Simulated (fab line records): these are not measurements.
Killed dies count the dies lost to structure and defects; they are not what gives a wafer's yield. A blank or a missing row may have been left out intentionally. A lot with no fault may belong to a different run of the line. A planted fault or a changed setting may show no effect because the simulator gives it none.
A lot that was struck, set against a sound lot | flow sky130 | 16 out of 708 route steps
Sound: these wafers, L627.2, L627.4, L627.6. Wafers L628.1, L628.3, L628.4 were the ones struck. Last of all comes the cause.
At each step with rows: each side's tool, then ch and its chambers, then its first start. Under that, the readings that differ: sound wafers | struck wafers | difference of the means | sigmas: that difference in standard deviations of wafers without a fault.
alike: readings with means less than 2 such deviations apart, plus words and numbers identical on both sides. not compared: withheld readings, readings lacking a value on some wafer, bounds such as >300 that could conceal the same value, and numbers that have no deviation in the record and whose values overlap.
The two part at a step that has a row with sigmas, a row that says differs or no value, or rows on one side only. Non-overlapping numbers with no deviation appear without sigmas and do not part them. A reading missing from all wafers of one side parts the sides only when that side holds two or more wafers.

first, 1 step without rows for these wafers: SKY_VT_ADJUST_NCORE_IMPLANT_09.
SKY_VT_ADJUST_NCORE_STRIP_10: strips in O2/N2.
  sound on plasma-asher-02 ch 0,1, day 10 07:52; struck on plasma-asher-02 ch 0,1, day 10 14:12
  alike: drypump-motor-current-A, oes-product-au, strip-time-to-endpoint-s
  not compared: rf-hours-counter-h
SKY_VT_ADJUST_NCORE_TW_MEAS_11:
  sound on film-metro-01 at day 10 07:58; struck on film-metro-01 at day 10 14:18
  alike: VT_ADJUST_NCORE_TW
then, 7 steps without rows for these wafers: SKY_VT_ADJUST_HVTR_DEHYDRATE_00 (time 60 s); SKY_VT_ADJUST_HVTR_HMDS_01 (prime time 60 s); SKY_VT_ADJUST_HVTR_COAT_02 (resist thk 1140 nm); SKY_VT_ADJUST_HVTR_SOFTBAKE_03 (time 60 s); SKY_VT_ADJUST_HVTR_EXPOSE_04 (exposes mask HVTRM, target cd 380 nm); SKY_VT_ADJUST_HVTR_PEB_05; SKY_VT_ADJUST_HVTR_DEVELOP_06 (develop time 60 s).
SKY_VT_ADJUST_HVTR_CD_MEAS_07: the cd target is 380 nm.
  sound on cd-sem-02 at day 11 06:19; struck on cd-sem-02 at day 11 12:40
  alike: cd-nm
SKY_VT_ADJUST_HVTR_OVL_MEAS_08:
  sound on overlay-02 at day 11 06:26; struck on overlay-02 at day 11 12:47
  alike: VT_ADJUST_HVTR_OVL
SKY_VT_ADJUST_HVTR_IMPLANT_09:
  sound on implanter-01 ch 0, day 11 06:29; struck on implanter-02 ch 0, day 11 12:49
  reading            | sound                           | struck                          | difference  | sigmas
  dose-ions-cm2      | 2.0993e+12 2.101e+12 2.0994e+12 | 2.7984e+12 2.799e+12 2.8005e+12 | +6.9940e+11 | +99 or more
  faraday-current-uA | 12.03 11.45 11.63               | 15.81 15.33 16.18               | +4.07       | +18
  alike: end-station-pressure-torr
SKY_VT_ADJUST_HVTR_STRIP_10: strips in O2/N2.
  sound on plasma-asher-04 ch 0,1, day 11 06:37; struck on plasma-asher-01 ch 0,1, day 11 12:58
  reading                     | sound       | struck      | difference | sigmas
  drypump-motor-current-A (A) | 5.3 5.3 5.3 | 6.7 6.7 5.7 | +1.1       | +2
  alike: oes-product-au, strip-time-to-endpoint-s
  not compared: rf-hours-counter-h
SKY_VT_ADJUST_HVTR_TW_MEAS_11:
  sound on film-metro-02 at day 11 06:43; struck on film-metro-04 at day 11 13:18
  reading           | sound             | struck            | difference | sigmas
  VT_ADJUST_HVTR_TW | 212.3 213.1 213.9 | 229.7 230.7 229.7 | +16.9      | +7
  not compared: hold
-- the record jumps here: 36 days lie between the struck wafers' starts before and after (it left off in module VT_ADJUST_HVTR and takes up again in module PAD_OPEN, whose first step shown is number 708 of the route) --
SKY_PAD_OPEN_PROBE_99:
  sound on prober-02 at day 47 10:47; struck on prober-01 at day 47 11:53
  reading                                  | sound                   | struck                  | difference | sigmas
  model.etest.pfet_01v8_mvt.drive-ua-um    | 155.1 151.5 152.2       | 169.2 168.7 165.3       | +14.8      |
  model.etest.pfet_01v8_mvt.off-log10-a-um | -10.24 -10.44 -10.41    | -9.139 -9.033 -9.223    | +1.232     |
  model.etest.pfet_01v8_mvt.vt-sat-v (V)   | -0.5457 -0.5581 -0.553  | -0.4181 -0.4196 -0.4272 | +0.1306    |
  model.etest.pfet_01v8_mvt.vt-v (V)       | -0.631 -0.6438 -0.637   | -0.5281 -0.5255 -0.5344 | +0.1079    |
  model.etest.pfet_01v8_mvt.vt-long-v (V)  | -0.8388 -0.8496 -0.8412 | -0.7639 -0.7611 -0.7685 | +0.0787    |
  alike: killed_at_M0_to_M3, killed_at_M4_up, killed-at-contacts, killed-at-front-end, killed-at-other, killed-dies, killed-open, killed-short

WHERE THEY PART
First at SKY_VT_ADJUST_HVTR_IMPLANT_09; last, within this record, at SKY_VT_ADJUST_HVTR_TW_MEAS_11. Later steps at which nothing parts them and some readings are alike: SKY_PAD_OPEN_PROBE_99.

WHY: the cause the simulator had injected
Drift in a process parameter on implanter-02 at SKY_VT_ADJUST_HVTR_IMPLANT_09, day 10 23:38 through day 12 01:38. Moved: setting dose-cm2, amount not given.
